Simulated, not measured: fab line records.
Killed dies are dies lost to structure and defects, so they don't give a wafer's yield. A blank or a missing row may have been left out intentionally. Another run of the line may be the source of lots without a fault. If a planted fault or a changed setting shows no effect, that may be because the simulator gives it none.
Which tool is to blame? | flow sky130 | 6 lots with 18 wafers sampled at 3 steps, on a route of 708 steps

== WHAT THE GAUGES READ, wafer by wafer ==
SKY_VIA4_BOW_MEAS_03.
lot  | measured     | on            | VIA4_BOW (um)
L283 | day 42 11:27 | film-metro-02 | 82 73 66
L286 | day 43 00:54 | film-metro-02 | 77 72 61
L288 | day 43 15:50 | film-metro-02 | 91 88 79
L290 | day 44 07:50 | film-metro-01 | 74 82 82
L292 | day 44 18:24 | film-metro-01 | 78 86 84
L302 | day 47 06:14 | film-metro-02 | 74 74 78

== EACH LOT AND THE TOOL THAT RAN IT (in order: tool; ch and the chambers of the sampled wafers; start) ==
lot  | SKY_METAL4_DESCUM_15              | SKY_VIA4_CMP_02
L283 | rie-metal-04 ch 1, day 42 10:00   | cmp-02 ch 0,1,3, day 42 11:15
L286 | rie-metal-01 ch 0,1, day 42 23:24 | cmp-02 ch 0,1,3, day 43 00:33
L288 | rie-metal-03 ch 0,1, day 43 14:22 | cmp-02 ch 0,1,2, day 43 15:36
L290 | rie-metal-01 ch 0,1, day 44 06:17 | cmp-01 ch 2,3, day 44 07:31
L292 | rie-metal-03 ch 0,1, day 44 16:57 | cmp-01 ch 1,2,3, day 44 18:06
L302 | rie-metal-04 ch 0,1, day 47 04:45 | cmp-02 ch 0,1,3, day 47 06:02
- SKY_METAL4_DESCUM_15: chemistry O2, time 8 s.
- SKY_VIA4_CMP_02: polishes SiO2.

== THE ANSWER, worked out from the rows above alone ==
Rule: usual is defined by the lots themselves. The widest of any qualifying gaps counts: lots, ordered by their means at a reading, are off when they make up no more than a third of the lots, leave a main group of 4 or more, and stand apart from it by 3 or more times the standard deviation of that group's means. Not used: any main group whose means are identical at the precision the tables above print for the reading. A lot without any number at a reading at which 4 lots or more have one is off too. Where the step has rows for the other lots, those lots are counted as sound.
Across all readings shown, no lot is off: no conclusion can be drawn from this.

== WHAT THE SIMULATOR HAD PUT IN ==
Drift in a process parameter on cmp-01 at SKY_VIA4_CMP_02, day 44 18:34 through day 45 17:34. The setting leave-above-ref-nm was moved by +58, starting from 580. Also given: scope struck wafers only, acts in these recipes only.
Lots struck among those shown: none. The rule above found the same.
